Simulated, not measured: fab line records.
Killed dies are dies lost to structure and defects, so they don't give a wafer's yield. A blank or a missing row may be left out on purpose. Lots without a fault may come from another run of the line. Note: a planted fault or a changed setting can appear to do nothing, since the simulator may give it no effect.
fab line records / flow sfq-line
[record] lots = 6 wafers = 18 last-day = 91
route steps=325 shown I1@87 M2@88
lots with no fault: from the same line, run without faults
start-h: start of the lot's first displayed wafer, in hours after the record's first day / wait-h: hours from the lot's prior step to this one / " as in the row above / L1.1+2: a single row standing in for several wafers / - no value, or no start given / * or withheld: withheld / < > ~ a bound
route shown NAME@n: names a module that has steps shown in the file, with the first one's number in the route / usual: the fault-free wafers' mean and standard deviation / same: alike in all rows / chamber/n: place in a boat / sites: per-site readings / _std_site: the values' standard deviation / _edge_site: outer sites' mean less inner sites' / radius-mm: how far each site lies from the wafer's centre / mask NAME#n: copy n / behind: tool/chamber where the wafer was last shaped / hold: what put the lot on hold/how long, in hours/how the hold closed / device: the n, p or np transistor that did not switch / end of line: the same wafers' tests at the end of the route / a step with no rows: only its recipe / killed: count of dies lost to structure and defects at first sort (not the wafer's yield) / map: dies across one wafer; x = killed, . = not, _ = none there
set.NAME: setting as actually run; set.NAME@STEP: the setting as run at that earlier step / model.NAME: the simulator's own value behind a step, which no gauge read
a table for each step, a row for each wafer; lots at some steps of the route
services: when a tool's chamber went out of use (start-h, in hours from the record's first day, below 0 if earlier), for how many hours, and the reason
[[steps]]
[step SFQ_TRILAYER_I1_VIA_STRIP_SOLV_CLEAN_054]
[recipe] chemistry = NMP temp-c = 70 time-s = 600
[step SFQ_TRILAYER_M2_DEP_PRE_CLEAN_056]
[recipe] gas = Ar time-s = 22.5 bias-v = 250
[step SFQ_TRILAYER_M2_DEP_SPUTTER_055]
[recipe] material = Nb base-pressure-pa = 1.33e-06 chamber-pressure-pa = 0.1333 substrate-temp-c = 20 resputter-cathode-voltage-v = 400 target-thk-nm = 200 power-w = 2000 time-s = 133.3
[usual] base-pressure-pa = 1.33e-06/7.8e-08 chamber-pressure-pa = 0.13329/0.00027 throttle-valve-pct = 29.5/1.3
[same] time-s = 133.3
lot.wafer=L716.1 tool=pvd-sputter-03 chamber=- start-h=400.92 wait-h=0.0 base-pressure-pa=1.34e-06 chamber-pressure-pa=0.1332 throttle-valve-pct=29.1
lot.wafer=L716.2 tool=pvd-sputter-03 chamber=- start-h=400.92 wait-h=0.0 base-pressure-pa=1.19e-06 chamber-pressure-pa=0.13348 throttle-valve-pct=29.9
lot.wafer=L716.6 tool=pvd-sputter-03 chamber=- start-h=400.92 wait-h=0.0 base-pressure-pa=1.28e-06 chamber-pressure-pa=0.1335 throttle-valve-pct=29.9
lot.wafer=L718.2 tool=pvd-sputter-05 chamber=- start-h=421.32 wait-h=0.0 base-pressure-pa=1.31e-06 chamber-pressure-pa=0.13371 throttle-valve-pct=27.5
lot.wafer=L718.3 tool=pvd-sputter-05 chamber=- start-h=421.32 wait-h=0.0 base-pressure-pa=1.3e-06 chamber-pressure-pa=0.13288 throttle-valve-pct=30.0
lot.wafer=L718.5 tool=pvd-sputter-05 chamber=- start-h=421.32 wait-h=0.0 base-pressure-pa=1.21e-06 chamber-pressure-pa=0.13315 throttle-valve-pct=32.7
lot.wafer=L724.1 tool=pvd-sputter-04 chamber=- start-h=466.03 wait-h=0.0 base-pressure-pa=1.27e-06 chamber-pressure-pa=0.13291 throttle-valve-pct=28.5
lot.wafer=L724.2 tool=pvd-sputter-04 chamber=- start-h=466.03 wait-h=0.0 base-pressure-pa=1.33e-06 chamber-pressure-pa=0.13343 throttle-valve-pct=28.0
lot.wafer=L724.3 tool=pvd-sputter-04 chamber=- start-h=466.03 wait-h=0.0 base-pressure-pa=1.34e-06 chamber-pressure-pa=0.13354 throttle-valve-pct=29.6
lot.wafer=L728.3 tool=pvd-sputter-03 chamber=- start-h=500.00 wait-h=0.0 base-pressure-pa=1.34e-06 chamber-pressure-pa=0.13336 throttle-valve-pct=29.3
lot.wafer=L728.5 tool=pvd-sputter-03 chamber=- start-h=500.00 wait-h=0.0 base-pressure-pa=1.35e-06 chamber-pressure-pa=0.13317 throttle-valve-pct=29.5
lot.wafer=L728.6 tool=pvd-sputter-03 chamber=- start-h=500.00 wait-h=0.0 base-pressure-pa=1.26e-06 chamber-pressure-pa=0.13352 throttle-valve-pct=28.7
lot.wafer=L731.2 tool=pvd-sputter-03 chamber=- start-h=528.80 wait-h=0.0 base-pressure-pa=1.32e-06 chamber-pressure-pa=0.13317 throttle-valve-pct=29.8
lot.wafer=L731.4 tool=pvd-sputter-03 chamber=- start-h=528.80 wait-h=0.0 base-pressure-pa=1.27e-06 chamber-pressure-pa=0.13322 throttle-valve-pct=29.1
lot.wafer=L731.5 tool=pvd-sputter-03 chamber=- start-h=528.80 wait-h=0.0 base-pressure-pa=1.32e-06 chamber-pressure-pa=0.13333 throttle-valve-pct=28.7
lot.wafer=L736.3 tool=pvd-sputter-05 chamber=- start-h=574.67 wait-h=0.0 base-pressure-pa=1.32e-06 chamber-pressure-pa=0.13325 throttle-valve-pct=30.4
lot.wafer=L736.4 tool=pvd-sputter-05 chamber=- start-h=574.67 wait-h=0.0 base-pressure-pa=1.33e-06 chamber-pressure-pa=0.1331 throttle-valve-pct=29.5
lot.wafer=L736.5 tool=pvd-sputter-05 chamber=- start-h=574.67 wait-h=0.0 base-pressure-pa=1.25e-06 chamber-pressure-pa=0.1332 throttle-valve-pct=29.6
[step SFQ_M2_RS_MEAS_914]
[recipe] thk-meas-gauge = four-point-probe reads = Nb_of_TRILAYER_M2_DEP_SPUTTER_055
[usual] M2_NB_RS = 0.889/0.0095
lot.wafer=L716.1 tool=film-metro-03 chamber=- start-h=401.01 wait-h=0.0 M2_NB_RS[ohm/sq]=0.884
lot.wafer=L716.2 tool=film-metro-03 chamber=- start-h=401.01 wait-h=0.0 M2_NB_RS[ohm/sq]=0.886
lot.wafer=L716.6 tool=film-metro-03 chamber=- start-h=401.01 wait-h=0.0 M2_NB_RS[ohm/sq]=0.887
lot.wafer=L718.2 tool=film-metro-01 chamber=- start-h=421.43 wait-h=0.1 M2_NB_RS[ohm/sq]=0.899
lot.wafer=L718.3 tool=film-metro-01 chamber=- start-h=421.43 wait-h=0.1 M2_NB_RS[ohm/sq]=0.893
lot.wafer=L718.5 tool=film-metro-01 chamber=- start-h=421.43 wait-h=0.1 M2_NB_RS[ohm/sq]=0.887
lot.wafer=L724.1 tool=film-metro-04 chamber=- start-h=466.12 wait-h=0.0 M2_NB_RS[ohm/sq]=0.912
lot.wafer=L724.2 tool=film-metro-04 chamber=- start-h=466.12 wait-h=0.0 M2_NB_RS[ohm/sq]=0.900
lot.wafer=L724.3 tool=film-metro-04 chamber=- start-h=466.12 wait-h=0.0 M2_NB_RS[ohm/sq]=0.911
lot.wafer=L728.3 tool=film-metro-04 chamber=- start-h=500.13 wait-h=0.1 M2_NB_RS[ohm/sq]=0.885
lot.wafer=L728.5 tool=film-metro-04 chamber=- start-h=500.13 wait-h=0.1 M2_NB_RS[ohm/sq]=0.892
lot.wafer=L728.6 tool=film-metro-04 chamber=- start-h=500.13 wait-h=0.1 M2_NB_RS[ohm/sq]=0.894
lot.wafer=L731.2 tool=film-metro-01 chamber=- start-h=528.91 wait-h=0.1 M2_NB_RS[ohm/sq]=0.882
lot.wafer=L731.4 tool=film-metro-01 chamber=- start-h=528.91 wait-h=0.1 M2_NB_RS[ohm/sq]=0.885
lot.wafer=L731.5 tool=film-metro-01 chamber=- start-h=528.91 wait-h=0.1 M2_NB_RS[ohm/sq]=0.894
lot.wafer=L736.3 tool=film-metro-03 chamber=- start-h=574.81 wait-h=0.1 M2_NB_RS[ohm/sq]=0.890
lot.wafer=L736.4 tool=film-metro-03 chamber=- start-h=574.81 wait-h=0.1 M2_NB_RS[ohm/sq]=0.893
lot.wafer=L736.5 tool=film-metro-03 chamber=- start-h=574.81 wait-h=0.1 M2_NB_RS[ohm/sq]=0.883
[step SFQ_TRILAYER_M2_LITHO_COAT_062]
[recipe] resist = BARC spin-rpm = 3000 resist-thk-nm = 62
[step SFQ_TRILAYER_M2_LITHO_COAT_057]
[recipe] resist = KrF spin-rpm = 3000 resist-thk-nm = 600
[step SFQ_TRILAYER_M2_LITHO_SOFTBAKE_061]
[recipe] temp-c = withheld time-s = withheld resist = KrF
[step SFQ_TRILAYER_M2_LITHO_EXPOSE_058]
[recipe] mask-id = M2 na = 0.6 source-shape = conventional sigma-outer = 0.65 target-cd-nm = 500 dose-mj = 14.4
[step SFQ_TRILAYER_M2_LITHO_PEB_060]
[recipe] peb-temp-c = 115 peb-time-s = 60 resist = KrF
[step SFQ_TRILAYER_M2_LITHO_DEVELOP_059]
[recipe] time-s = 60 resist = KrF
[step SFQ_M2_OVL_MEAS_916]
[usual] M2_OVL = -3/4.6
lot.wafer=L716.1 tool=overlay-01 chamber=- start-h=559.28 wait-h=0.1 M2_OVL[nm]=-4
lot.wafer=L716.2 tool=overlay-01 chamber=- start-h=559.28 wait-h=0.1 M2_OVL[nm]=-1
lot.wafer=L716.6 tool=overlay-01 chamber=- start-h=559.28 wait-h=0.1 M2_OVL[nm]=-3
lot.wafer=L718.2 tool=overlay-01 chamber=- start-h=580.89 wait-h=0.1 M2_OVL[nm]=-8
lot.wafer=L718.3 tool=overlay-01 chamber=- start-h=580.89 wait-h=0.1 M2_OVL[nm]=-9
lot.wafer=L718.5 tool=overlay-01 chamber=- start-h=580.89 wait-h=0.1 M2_OVL[nm]=-7
lot.wafer=L724.1 tool=overlay-02 chamber=- start-h=637.28 wait-h=0.1 M2_OVL[nm]=8
lot.wafer=L724.2 tool=overlay-02 chamber=- start-h=637.28 wait-h=0.1 M2_OVL[nm]=2
lot.wafer=L724.3 tool=overlay-02 chamber=- start-h=637.28 wait-h=0.1 M2_OVL[nm]=-1
lot.wafer=L728.3 tool=overlay-02 chamber=- start-h=669.61 wait-h=0.1 M2_OVL[nm]=-1
lot.wafer=L728.5 tool=overlay-02 chamber=- start-h=669.61 wait-h=0.1 M2_OVL[nm]=1
lot.wafer=L728.6 tool=overlay-02 chamber=- start-h=669.61 wait-h=0.1 M2_OVL[nm]=3
lot.wafer=L731.2 tool=overlay-01 chamber=- start-h=693.60 wait-h=0.1 M2_OVL[nm]=-2
lot.wafer=L731.4 tool=overlay-01 chamber=- start-h=693.60 wait-h=0.1 M2_OVL[nm]=1
lot.wafer=L731.5 tool=overlay-01 chamber=- start-h=693.60 wait-h=0.1 M2_OVL[nm]=0
lot.wafer=L736.3 tool=overlay-02 chamber=- start-h=743.07 wait-h=0.1 M2_OVL[nm]=-9
lot.wafer=L736.4 tool=overlay-02 chamber=- start-h=743.07 wait-h=0.1 M2_OVL[nm]=-10
lot.wafer=L736.5 tool=overlay-02 chamber=- start-h=743.07 wait-h=0.1 M2_OVL[nm]=-7
[step SFQ_TRILAYER_M2_BARC_OPEN_METAL_ETCH_077]
[recipe] mask-material = PR chemistry = O2 target-depth-nm = 125 target = BARC icp-w = 600 bias-w = 80 pressure-mtorr = 10 time-s = 41.7
[usual] drypump-motor-current-A = 5.4/0.47 oes-product-au = 0.685/0.0043
[same] time-s = 41.7
lot.wafer=L716.1 tool=rie-metal-03 chamber=0 start-h=559.32 wait-h=0.0 drypump-motor-current-A=5.6 oes-product-au=0.685 rf-hours-counter-h=1 model.KrF_of_TRILAYER_M2_LITHO_COAT_057.thk-nm=523.7
lot.wafer=L716.2 tool=rie-metal-03 chamber=1 start-h=559.32 wait-h=0.0 drypump-motor-current-A=4.9 oes-product-au=0.693 rf-hours-counter-h=8 model.KrF_of_TRILAYER_M2_LITHO_COAT_057.thk-nm=524.6
lot.wafer=L716.6 tool=rie-metal-03 chamber=1 start-h=559.32 wait-h=0.0 drypump-motor-current-A=4.9 oes-product-au=0.684 rf-hours-counter-h=- model.KrF_of_TRILAYER_M2_LITHO_COAT_057.thk-nm=523.6
lot.wafer=L718.2 tool=rie-metal-03 chamber=0 start-h=580.92 wait-h=0.0 drypump-motor-current-A=5.7 oes-product-au=0.682 rf-hours-counter-h=4 model.KrF_of_TRILAYER_M2_LITHO_COAT_057.thk-nm=524
lot.wafer=L718.3 tool=rie-metal-03 chamber=1 start-h=580.92 wait-h=0.0 drypump-motor-current-A=5.0 oes-product-au=0.683 rf-hours-counter-h=- model.KrF_of_TRILAYER_M2_LITHO_COAT_057.thk-nm=524
lot.wafer=L718.5 tool=rie-metal-03 chamber=0 start-h=580.92 wait-h=0.0 drypump-motor-current-A=5.6 oes-product-au=0.681 rf-hours-counter-h=- model.KrF_of_TRILAYER_M2_LITHO_COAT_057.thk-nm=523.9
lot.wafer=L724.1 tool=rie-metal-01 chamber=1 start-h=637.32 wait-h=0.0 drypump-motor-current-A=5.0 oes-product-au=0.689 rf-hours-counter-h=90 model.KrF_of_TRILAYER_M2_LITHO_COAT_057.thk-nm=520.3
lot.wafer=L724.2 tool=rie-metal-01 chamber=0 start-h=637.32 wait-h=0.0 drypump-motor-current-A=5.8 oes-product-au=0.682 rf-hours-counter-h=110 model.KrF_of_TRILAYER_M2_LITHO_COAT_057.thk-nm=523.2
lot.wafer=L724.3 tool=rie-metal-01 chamber=0 start-h=637.32 wait-h=0.0 drypump-motor-current-A=5.8 oes-product-au=0.682 rf-hours-counter-h=- model.KrF_of_TRILAYER_M2_LITHO_COAT_057.thk-nm=522.9
lot.wafer=L728.3 tool=rie-metal-01 chamber=1 start-h=669.65 wait-h=0.0 drypump-motor-current-A=5.0 oes-product-au=0.682 rf-hours-counter-h=- model.KrF_of_TRILAYER_M2_LITHO_COAT_057.thk-nm=520.1
lot.wafer=L728.5 tool=rie-metal-01 chamber=1 start-h=669.65 wait-h=0.0 drypump-motor-current-A=5.0 oes-product-au=0.689 rf-hours-counter-h=- model.KrF_of_TRILAYER_M2_LITHO_COAT_057.thk-nm=520.6
lot.wafer=L728.6 tool=rie-metal-01 chamber=0 start-h=669.65 wait-h=0.0 drypump-motor-current-A=5.8 oes-product-au=0.689 rf-hours-counter-h=- model.KrF_of_TRILAYER_M2_LITHO_COAT_057.thk-nm=537.3
lot.wafer=L731.2 tool=rie-metal-01 chamber=1 start-h=693.63 wait-h=0.0 drypump-motor-current-A=5.0 oes-product-au=0.683 rf-hours-counter-h=98 model.KrF_of_TRILAYER_M2_LITHO_COAT_057.thk-nm=539.6
lot.wafer=L731.4 tool=rie-metal-01 chamber=1 start-h=693.63 wait-h=0.0 drypump-motor-current-A=5.0 oes-product-au=0.689 rf-hours-counter-h=- model.KrF_of_TRILAYER_M2_LITHO_COAT_057.thk-nm=519
lot.wafer=L731.5 tool=rie-metal-01 chamber=1 start-h=693.63 wait-h=0.0 drypump-motor-current-A=5.0 oes-product-au=0.684 rf-hours-counter-h=- model.KrF_of_TRILAYER_M2_LITHO_COAT_057.thk-nm=519.5
lot.wafer=L736.3 tool=rie-metal-04 chamber=0 start-h=743.11 wait-h=0.0 drypump-motor-current-A=5.0 oes-product-au=0.691 rf-hours-counter-h=- model.KrF_of_TRILAYER_M2_LITHO_COAT_057.thk-nm=523.3
lot.wafer=L736.4 tool=rie-metal-04 chamber=1 start-h=743.11 wait-h=0.0 drypump-motor-current-A=6.2 oes-product-au=0.685 rf-hours-counter-h=- model.KrF_of_TRILAYER_M2_LITHO_COAT_057.thk-nm=520.8
lot.wafer=L736.5 tool=rie-metal-04 chamber=1 start-h=743.11 wait-h=0.0 drypump-motor-current-A=6.2 oes-product-au=0.686 rf-hours-counter-h=- model.KrF_of_TRILAYER_M2_LITHO_COAT_057.thk-nm=520.9
[step SFQ_TRILAYER_M2_ETCH_METAL_ETCH_060]
[recipe] target = Nb stop-on = SiO2 mask-material = PR chemistry = Cl2/Ar target-depth-nm = 240 icp-w = 600 bias-w = 80 pressure-mtorr = 10 time-s = 120
[usual] drypump-motor-current-A = 5.4/0.47 oes-product-au = 0.895/0.0066
[same] time-s = 120
lot.wafer=L716.1 tool=rie-metal-03 chamber=0 start-h=559.38 wait-h=0.0 drypump-motor-current-A=5.6 oes-product-au=0.897 rf-hours-counter-h=1 model.KrF_of_TRILAYER_M2_LITHO_COAT_057.thk-nm=381.5
lot.wafer=L716.2 tool=rie-metal-03 chamber=1 start-h=559.38 wait-h=0.0 drypump-motor-current-A=4.9 oes-product-au=0.898 rf-hours-counter-h=8 model.KrF_of_TRILAYER_M2_LITHO_COAT_057.thk-nm=383.8
lot.wafer=L716.6 tool=rie-metal-03 chamber=1 start-h=559.38 wait-h=0.0 drypump-motor-current-A=4.9 oes-product-au=0.902 rf-hours-counter-h=- model.KrF_of_TRILAYER_M2_LITHO_COAT_057.thk-nm=382.9
lot.wafer=L718.2 tool=rie-metal-03 chamber=0 start-h=580.98 wait-h=0.0 drypump-motor-current-A=5.6 oes-product-au=0.885 rf-hours-counter-h=4 model.KrF_of_TRILAYER_M2_LITHO_COAT_057.thk-nm=381.8
lot.wafer=L718.3 tool=rie-metal-03 chamber=1 start-h=580.98 wait-h=0.0 drypump-motor-current-A=4.9 oes-product-au=0.890 rf-hours-counter-h=- model.KrF_of_TRILAYER_M2_LITHO_COAT_057.thk-nm=382
lot.wafer=L718.5 tool=rie-metal-03 chamber=0 start-h=580.98 wait-h=0.0 drypump-motor-current-A=5.7 oes-product-au=0.887 rf-hours-counter-h=- model.KrF_of_TRILAYER_M2_LITHO_COAT_057.thk-nm=381.2
lot.wafer=L724.1 tool=rie-metal-01 chamber=1 start-h=637.38 wait-h=0.0 drypump-motor-current-A=5.0 oes-product-au=0.885 rf-hours-counter-h=90 model.KrF_of_TRILAYER_M2_LITHO_COAT_057.thk-nm=377.2
lot.wafer=L724.2 tool=rie-metal-01 chamber=0 start-h=637.38 wait-h=0.0 drypump-motor-current-A=5.8 oes-product-au=0.896 rf-hours-counter-h=110 model.KrF_of_TRILAYER_M2_LITHO_COAT_057.thk-nm=384.3
lot.wafer=L724.3 tool=rie-metal-01 chamber=0 start-h=637.38 wait-h=0.0 drypump-motor-current-A=5.9 oes-product-au=0.883 rf-hours-counter-h=- model.KrF_of_TRILAYER_M2_LITHO_COAT_057.thk-nm=384
lot.wafer=L728.3 tool=rie-metal-01 chamber=1 start-h=669.73 wait-h=0.1 drypump-motor-current-A=5.0 oes-product-au=0.900 rf-hours-counter-h=- model.KrF_of_TRILAYER_M2_LITHO_COAT_057.thk-nm=376.4
lot.wafer=L728.5 tool=rie-metal-01 chamber=1 start-h=669.73 wait-h=0.1 drypump-motor-current-A=5.0 oes-product-au=0.888 rf-hours-counter-h=- model.KrF_of_TRILAYER_M2_LITHO_COAT_057.thk-nm=376.8
lot.wafer=L728.6 tool=rie-metal-01 chamber=0 start-h=669.73 wait-h=0.1 drypump-motor-current-A=5.8 oes-product-au=0.887 rf-hours-counter-h=- model.KrF_of_TRILAYER_M2_LITHO_COAT_057.thk-nm=397.8
lot.wafer=L731.2 tool=rie-metal-01 chamber=1 start-h=693.69 wait-h=0.0 drypump-motor-current-A=5.0 oes-product-au=0.893 rf-hours-counter-h=98 model.KrF_of_TRILAYER_M2_LITHO_COAT_057.thk-nm=399.7
lot.wafer=L731.4 tool=rie-metal-01 chamber=1 start-h=693.69 wait-h=0.0 drypump-motor-current-A=5.0 oes-product-au=0.892 rf-hours-counter-h=- model.KrF_of_TRILAYER_M2_LITHO_COAT_057.thk-nm=377.2
lot.wafer=L731.5 tool=rie-metal-01 chamber=1 start-h=693.69 wait-h=0.0 drypump-motor-current-A=5.0 oes-product-au=0.885 rf-hours-counter-h=- model.KrF_of_TRILAYER_M2_LITHO_COAT_057.thk-nm=377.7
lot.wafer=L736.3 tool=rie-metal-04 chamber=0 start-h=743.19 wait-h=0.1 drypump-motor-current-A=5.0 oes-product-au=0.896 rf-hours-counter-h=- model.KrF_of_TRILAYER_M2_LITHO_COAT_057.thk-nm=383.5
lot.wafer=L736.4 tool=rie-metal-04 chamber=1 start-h=743.19 wait-h=0.1 drypump-motor-current-A=6.2 oes-product-au=0.900 rf-hours-counter-h=- model.KrF_of_TRILAYER_M2_LITHO_COAT_057.thk-nm=380.6
lot.wafer=L736.5 tool=rie-metal-04 chamber=1 start-h=743.19 wait-h=0.1 drypump-motor-current-A=6.2 oes-product-au=0.900 rf-hours-counter-h=- model.KrF_of_TRILAYER_M2_LITHO_COAT_057.thk-nm=380.8
[step SFQ_TRILAYER_M2_STRIP_STRIP_061]
[recipe] gas = O2 power-w = 200 platen-temp-c = 40 overash-fraction = 0.65 chemistry = O2 pressure-mtorr = 50
[usual] drypump-motor-current-A = 5.4/0.46 oes-product-au = 1.001/0.0085 platen-temp-c = 40.02/0.12
lot.wafer=L716.1 tool=rie-metal-03 chamber=0 start-h=559.50 wait-h=0.1 drypump-motor-current-A=5.7 oes-product-au=1.003 platen-temp-c=39.96 rf-hours-counter-h=1
lot.wafer=L716.2 tool=rie-metal-03 chamber=1 start-h=559.50 wait-h=0.1 drypump-motor-current-A=4.9 oes-product-au=1.004 platen-temp-c=40.13 rf-hours-counter-h=8
lot.wafer=L716.6 tool=rie-metal-03 chamber=1 start-h=559.50 wait-h=0.1 drypump-motor-current-A=4.9 oes-product-au=1.002 platen-temp-c=40.01 rf-hours-counter-h=-
lot.wafer=L718.2 tool=rie-metal-03 chamber=0 start-h=581.10 wait-h=0.1 drypump-motor-current-A=5.7 oes-product-au=1.004 platen-temp-c=40.02 rf-hours-counter-h=4
lot.wafer=L718.3 tool=rie-metal-03 chamber=1 start-h=581.10 wait-h=0.1 drypump-motor-current-A=4.9 oes-product-au=0.997 platen-temp-c=40.08 rf-hours-counter-h=-
lot.wafer=L718.5 tool=rie-metal-03 chamber=0 start-h=581.10 wait-h=0.1 drypump-motor-current-A=5.7 oes-product-au=0.998 platen-temp-c=40.13 rf-hours-counter-h=-
lot.wafer=L724.1 tool=rie-metal-01 chamber=1 start-h=637.50 wait-h=0.1 drypump-motor-current-A=5.0 oes-product-au=1.009 platen-temp-c=40.00 rf-hours-counter-h=90
lot.wafer=L724.2 tool=rie-metal-01 chamber=0 start-h=637.50 wait-h=0.1 drypump-motor-current-A=5.8 oes-product-au=0.989 platen-temp-c=40.02 rf-hours-counter-h=111
lot.wafer=L724.3 tool=rie-metal-01 chamber=0 start-h=637.50 wait-h=0.1 drypump-motor-current-A=5.8 oes-product-au=0.981 platen-temp-c=39.84 rf-hours-counter-h=-
lot.wafer=L728.3 tool=rie-metal-01 chamber=1 start-h=670.02 wait-h=0.2 drypump-motor-current-A=5.0 oes-product-au=1.009 platen-temp-c=40.06 rf-hours-counter-h=-
lot.wafer=L728.5 tool=rie-metal-01 chamber=1 start-h=670.02 wait-h=0.2 drypump-motor-current-A=5.0 oes-product-au=1.008 platen-temp-c=40.08 rf-hours-counter-h=-
lot.wafer=L728.6 tool=rie-metal-01 chamber=0 start-h=670.02 wait-h=0.2 drypump-motor-current-A=5.8 oes-product-au=0.993 platen-temp-c=40.17 rf-hours-counter-h=-
lot.wafer=L731.2 tool=rie-metal-01 chamber=1 start-h=693.82 wait-h=0.1 drypump-motor-current-A=5.0 oes-product-au=0.992 platen-temp-c=40.14 rf-hours-counter-h=98
lot.wafer=L731.4 tool=rie-metal-01 chamber=1 start-h=693.82 wait-h=0.1 drypump-motor-current-A=5.0 oes-product-au=1.007 platen-temp-c=39.99 rf-hours-counter-h=-
lot.wafer=L731.5 tool=rie-metal-01 chamber=1 start-h=693.82 wait-h=0.1 drypump-motor-current-A=5.0 oes-product-au=0.994 platen-temp-c=39.81 rf-hours-counter-h=-
lot.wafer=L736.3 tool=rie-metal-04 chamber=0 start-h=743.47 wait-h=0.2 drypump-motor-current-A=5.1 oes-product-au=0.997 platen-temp-c=40.08 rf-hours-counter-h=-
lot.wafer=L736.4 tool=rie-metal-04 chamber=1 start-h=743.47 wait-h=0.2 drypump-motor-current-A=6.2 oes-product-au=0.998 platen-temp-c=40.25 rf-hours-counter-h=-
lot.wafer=L736.5 tool=rie-metal-04 chamber=1 start-h=743.47 wait-h=0.2 drypump-motor-current-A=6.2 oes-product-au=0.997 platen-temp-c=40.17 rf-hours-counter-h=-
[[services]]
tool=rie-metal-04 chamber=- start-h=381.73 hours=10.0 kind=pm
tool=rie-metal-03 chamber=1 start-h=390.97 hours=9.3 kind=repair
tool=rie-metal-01 chamber=- start-h=402.51 hours=0.5 kind=repair
tool=rie-metal-01 chamber=- start-h=416.82 hours=2.8 kind=pm
tool=rie-metal-04 chamber=0 start-h=443.86 hours=2.6 kind=repair
tool=pvd-sputter-04 chamber=- start-h=448.17 hours=0.5 kind=repair
tool=pvd-sputter-03 chamber=- start-h=466.53 hours=1.4 kind=repair
tool=rie-metal-03 chamber=- start-h=479.56 hours=0.6 kind=repair
tool=pvd-sputter-03 chamber=- start-h=484.57 hours=1.8 kind=repair
tool=rie-metal-03 chamber=1 start-h=489.57 hours=- kind=clean
tool=rie-metal-03 chamber=1 start-h=489.57 hours=34.5 kind=scheduled-down
tool=rie-metal-03 chamber=1 start-h=489.57 hours=34.5 kind=vent-cycle
tool=pvd-sputter-04 chamber=- start-h=508.31 hours=0.6 kind=repair
tool=rie-metal-03 chamber=0 start-h=524.93 hours=- kind=clean
tool=pvd-sputter-05 chamber=- start-h=542.43 hours=2.3 kind=repair
tool=pvd-sputter-03 chamber=- start-h=600.54 hours=2.1 kind=repair
tool=rie-metal-03 chamber=- start-h=611.95 hours=2.8 kind=pm
tool=pvd-sputter-04 chamber=- start-h=616.04 hours=1.7 kind=repair
tool=pvd-sputter-04 chamber=- start-h=630.52 hours=2.0 kind=repair
tool=pvd-sputter-05 chamber=- start-h=685.50 hours=6.9 kind=repair
tool=pvd-sputter-03 chamber=- start-h=717.14 hours=24.3 kind=repair
tool=pvd-sputter-04 chamber=- start-h=720.13 hours=0.7 kind=repair
tool=pvd-sputter-04 chamber=- start-h=730.24 hours=2.7 kind=repair
tool=pvd-sputter-05 chamber=- start-h=734.75 hours=3.0 kind=repair
[[key]]
first-sign none at tools or gauges
[model-effect] step = SFQ_TRILAYER_M2_BARC_OPEN_METAL_ETCH_077 value = KrF_of_TRILAYER_M2_LITHO_COAT_057.thk-nm without = 520.7 struck = 538.4
[model-effect] step = SFQ_TRILAYER_M2_ETCH_METAL_ETCH_060 value = KrF_of_TRILAYER_M2_LITHO_COAT_057.thk-nm without = 381 struck = 398.8
met-at SFQ_TRILAYER_M2_BARC_OPEN_METAL_ETCH_077
struck-wafers L728.6,L731.2
onset-between 637.32 669.65
[fault] kind = process-parameter-drift tool = rie-metal-01 chamber = - onset-h = 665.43 steps = SFQ_TRILAYER_M2_BARC_OPEN_METAL_ETCH_077 channel = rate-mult offset = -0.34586 shape = step end-h = 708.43 scope = struck-wafers-only
